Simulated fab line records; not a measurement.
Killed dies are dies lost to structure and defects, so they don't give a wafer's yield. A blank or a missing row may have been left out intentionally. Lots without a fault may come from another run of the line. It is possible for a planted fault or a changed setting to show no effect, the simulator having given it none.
A struck lot beside a sound one || flow sky130 || 38 steps out of a route of 708
Sound: these wafers, L892.1, L892.3, L892.4. Struck: wafer L883.4 (left out: L883.1, L883.2 of the same lot, which were not struck); the cause appears at the end.
Per side, at each step with rows, come the tool, then ch with its chambers, and then its first start. Under that, the readings that differ: sound wafers || struck wafers || difference of the means || sigmas: that difference in standard deviations of wafers without a fault.
alike: words and numbers the same on both sides, and readings whose means are apart by under 2 such deviations; not compared: readings that were withheld, readings missing a value for some wafer, numbers with overlapping values and no deviation given by the record, and bounds like >300 which may hide the same value.
The two part at a step that has a row with sigmas, a row that says differs or no value, or rows on one side only. Numbers that have no deviation but don't overlap get no sigmas and don't part them. A reading that every wafer of one side lacks parts them only if that side has two wafers or more.

first, 9 steps without rows for these wafers: SKY_VIA2_SPUTTER_20 (material TiN, target thk 20 nm, time 80 s); SKY_VIA2_CVD_21 (deposits W, target thk 420 nm, time 126.4 s); SKY_VIA2_CMP_24 (polishes, stops on SiO2, t overpolish 20 s, target thk 0 nm); SKY_METAL3_SPUTTER_00 (material Ti, target thk 15 nm, time 10 s); SKY_METAL3_SPUTTER_01 (material TiN, target thk 20 nm, time 16.7 s); SKY_METAL3_SPUTTER_02 (material AlCu, target thk 735 nm, time 39.1 s); SKY_METAL3_SPUTTER_03 (material Ti, target thk 5 nm, time 3.3 s); SKY_METAL3_SPUTTER_04 (material TiN, target thk 70 nm, time 58.3 s); SKY_CAPM_CVD_00 (deposits SiO2, target thk 15.5 nm).
SKY_CAPM_SPUTTER_02: material TiN, target thk 200 nm, time 166.7 s.
  struck on pvd_sputter-04, day 40 04:42; sound on pvd_sputter-01, day 43 04:51
{"reading": "cathode_dc_power_W (W)", "sound": "6499.1 6499.8 6500.5", "struck": 2759.9, "difference": -3739.9, "sigmas": "-99 or more"}
{"reading": "throttle_valve_pct (%)", "sound": "30.4 32.9 30.4", "struck": 28.8, "difference": -2.4, "sigmas": -2}
{"reading": "model.TiN_of_CAPM_SPUTTER_02.thk_nm (nm)", "sound": "200 201.7 200.3", "struck": 89.21, "difference": -111.46, "sigmas": ""}
SKY_CAPM_RS_MEAS_03: the measuring method here is four-point-probe.
  struck on film_metro-01, day 40 04:49; sound on film_metro-03, day 43 04:58
{"reading": "CAPM_TIN_RS (ohm/sq)", "sound": "6.91 6.86 6.91", "struck": 15.93, "difference": "+9.04", "sigmas": "+99 or more"}
SKY_CAPM_THK_MEAS_04: measures by xrf.
  struck on film_metro-01, day 40 04:56; sound on film_metro-03, day 43 05:05
{"reading": "CAPM_TIN_THK (nm)", "sound": "200.1 202.0 201.7", "struck": 90.2, "difference": -111.1, "sigmas": -46}
then, 7 steps without rows for these wafers: SKY_CAPM_DEHYDRATE_05 (time 60 s); SKY_CAPM_HMDS_06 (prime time 60 s); SKY_CAPM_COAT_07 (resist thk 1140 nm); SKY_CAPM_SOFTBAKE_08 (time 60 s); SKY_CAPM_EXPOSE_09 (exposes mask CAPM, target cd 1000 nm); SKY_CAPM_PEB_10; SKY_CAPM_DEVELOP_11 (develop time 60 s).
SKY_CAPM_METAL_ETCH_13: etches TiN in Cl2/BCl3, stops on SiO2, target depth 220 nm, time 62.9 s.
  sound on rie_metal-01 ch 0,1, day 44 03:28; struck on rie_metal-03 ch 1, day 41 04:43
{"reading": "oes_product_au (a.u.)", "sound": "0.945 0.953 0.939", "struck": 0.629, "difference": -0.317, "sigmas": -45}
{"reading": "throttle_valve_pct (%)", "sound": "21.913 21.899 21.883", "struck": 22.103, "difference": "+0.205", "sigmas": "+22"}
  alike: drypump_motor_current_A
  not compared: rf_hours_counter_h
then, 16 steps without rows for these wafers: SKY_CAPM_STRIP_14 (strips in O2/N2); SKY_CAPM_STRIP_15 (strips in post etch residue remover, time 1200 s); SKY_CAPM_CLEAN_16 (cleans in IPA, time 180 s); SKY_CAPM_CLEAN_17 (cleans in O3/DIW); SKY_METAL3_DEHYDRATE_05 (time 60 s); SKY_METAL3_HMDS_06 (prime time 60 s); SKY_METAL3_COAT_07 (resist thk 60 nm); SKY_METAL3_COAT_08 (resist thk 1140 nm); SKY_METAL3_SOFTBAKE_09 (time 90 s); SKY_METAL3_EXPOSE_10 (exposes mask MM3, target cd 300 nm); SKY_METAL3_PEB_11; SKY_METAL3_DEVELOP_12 (develop time 60 s); SKY_METAL3_DESCUM_15 (chemistry O2, time 8 s); SKY_METAL3_ETCH_16 (etches BARC in N2/H2, stops on SiO2, time 88.2 s, target depth 60 nm); SKY_METAL3_ETCH_17 (etches SiO2 in C4F8/O2/Ar, stops on TiN, time 3.9 s, target depth 15 nm); SKY_METAL3_METAL_ETCH_18 (etches the open film in Cl2/BCl3, stops on SiO2, target depth 845 nm, time 183.1 s).
SKY_METAL3_STRIP_20: strips in post etch residue remover, time 1200 s.
  sound on wet_bench-02 ch 2, day 45 02:55; struck on wet_bench-01 ch 0, day 42 04:41
{"reading": "model.TiN_of_CAPM_SPUTTER_02.thk_nm (nm)", "sound": "199.1 200.8 199.5", "struck": 88.37, "difference": -111.43, "sigmas": ""}
  alike: bath_heat_duty_pct
-- the record jumps here: 6 days lie between the struck wafers' starts before and after (it left off in module METAL3 and takes up again in module PAD_OPEN, whose first step shown is number 708 of the route) --
SKY_PAD_OPEN_PROBE_99:
  struck on prober-01, day 48 16:28; sound on prober-01, day 50 21:28
{"reading": "sort_bin_3_pad_short (%)", "sound": "0.8 0.2 0.2", "struck": 1.8, "difference": "+1.4", "sigmas": "+3"}
{"reading": "model.etest.cap_mim.plate_ohm_sq", "sound": "6.053 6.014 5.985", "struck": 13.45, "difference": "+7.43", "sigmas": ""}
{"reading": "model.etest.cap_mim.bv_v (V)", "sound": "13.88 14.14 14.42", "struck": 11.02, "difference": -3.13, "sigmas": ""}
{"reading": "model.etest.cap_mim.leak_log10_a_cm2", "sound": "-9.11 -8.97 -8.988", "struck": -7.749, "difference": "+1.274", "sigmas": ""}
  alike: defect_limited_yield, killed_at_M0_to_M3, killed_at_M4_up, killed_at_contacts, killed_at_front_end, killed_at_other, killed_dies, killed_open, killed_short, sort_bin_5_function, sort_bin_6_memory, sort_n_pass, sort_yield_pct

## WHERE THEY PART
At SKY_CAPM_SPUTTER_02 first; at SKY_PAD_OPEN_PROBE_99 last (within this record only).

WHY: whatever the simulator had introduced
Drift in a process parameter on pvd_sputter-04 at SKY_CAPM_SPUTTER_02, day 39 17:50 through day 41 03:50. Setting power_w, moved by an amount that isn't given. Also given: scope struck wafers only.
